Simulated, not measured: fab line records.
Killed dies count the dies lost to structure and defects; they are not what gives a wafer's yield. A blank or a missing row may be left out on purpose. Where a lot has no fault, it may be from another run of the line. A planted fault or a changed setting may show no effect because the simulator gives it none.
Code-filled problem report in 8D (eight disciplines) form + flow sky130 + the parts of the form that need people (team, actions taken, sign-off) are left out

1. PROBLEM STATEMENT
run length s at SKY_METAL3_ETCH_16 reads a mean of 112.97 s on 4 wafers of 3 lots; wafers without a fault read 116.33 s with a standard deviation of 0.3. That is -11 standard deviations from the usual mean.
The step: etches BARC in N2/H2, stops on SiO2, time 88.2 s, target depth 60 nm.
The first sign was on wafer L694.5 at day 43 04:07, on rie metal-01. The record has a number at this step for 34 wafers belonging to 12 lots. By rule, "out" or "out of limits" means more than 4 standard deviations away from the usual mean. All remaining wafers that have a number are taken as sound.

2. WHAT IT IS, AND WHAT IT ISN'T
| question                    | is                             | is not                                                             |
|-----------------------------|--------------------------------|--------------------------------------------------------------------|
| which readings at this step | run length s                   | drypump motor current A, n2 flow sccm, throttle valve pct          |
| which lots                  | L694, L696, L698               | L679, L680, L682, L684, L687, L688, L690, L691, L692               |
| which wafers of those lots  | L694.5, L696.5, L696.6, L698.5 | L694.2, L694.4, L698.1                                             |
| read on which tools         | rie metal-01                   | rie metal-02, rie metal-04                                         |
| when                        | from day 43 04:07              | up to then (29 sound wafers); but 1 sound wafer of L698 came after |

3. SUSPECTS, AND WHAT RULES EACH OUT
Counting: any tool at a process step up to the reading remains a suspect provided it ran every lot that is out. Sound lots after the first of them don't rule it out here, since some wafers of a struck lot are sound.
- rie metal-01 at SKY_METAL3_ETCH_16 (etches BARC in N2/H2, stops on SiO2, time 88.2 s, target depth 60 nm): kept. It processed each lot that is out (first: L694, day 43 04:07); up to then, its last sound lot is L692 (day 42 14:54). On those wafers its own readings are out: run length s.
After counting, what remains is rie metal-01 at SKY_METAL3_ETCH_16.

4. THE CAUSE (what the simulator had put in)
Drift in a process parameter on rie metal-01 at SKY_METAL3_ETCH_16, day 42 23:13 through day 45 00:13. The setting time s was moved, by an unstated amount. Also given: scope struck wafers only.
This tool alone remained once counting was done.

5. THE CHAIN OF EFFECTS, in route order
One row per reading whose mean, taken over the struck wafers that have a number, lies over 3 standard deviations from the usual. Scope: only readings with a usual standard deviation given in the record; hours: median across lots of the time from each lot's start at the first step in this table that gives one to its start at this step; sigmas: change in usual standard deviations.
| hours | step               | reading        | usual      | on struck wafers | change | sigmas |
|-------|--------------------|----------------|------------|------------------|--------|--------|
| 0     | SKY_METAL3_ETCH_16 | oes product au | 0.626 a.u. | 0.643            | +0.017 | +3.7   |
| 0     | SKY_METAL3_ETCH_16 | run length s   | 116.33 s   | 112.97           | -3.36  | -11    |
Here are the process steps it includes:
- SKY_METAL3_ETCH_16: etches BARC in N2/H2, stops on SiO2, time 88.2 s, target depth 60 nm.
Readings that are blank on the struck wafers while sound wafers have them: bias w at SKY_METAL3_ETCH_16.

6. WHAT WOULD HAVE CAUGHT IT SOONER
In this record no reading fell out of limits until day 43 04:07, 5 hours after the fault had begun at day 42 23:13.
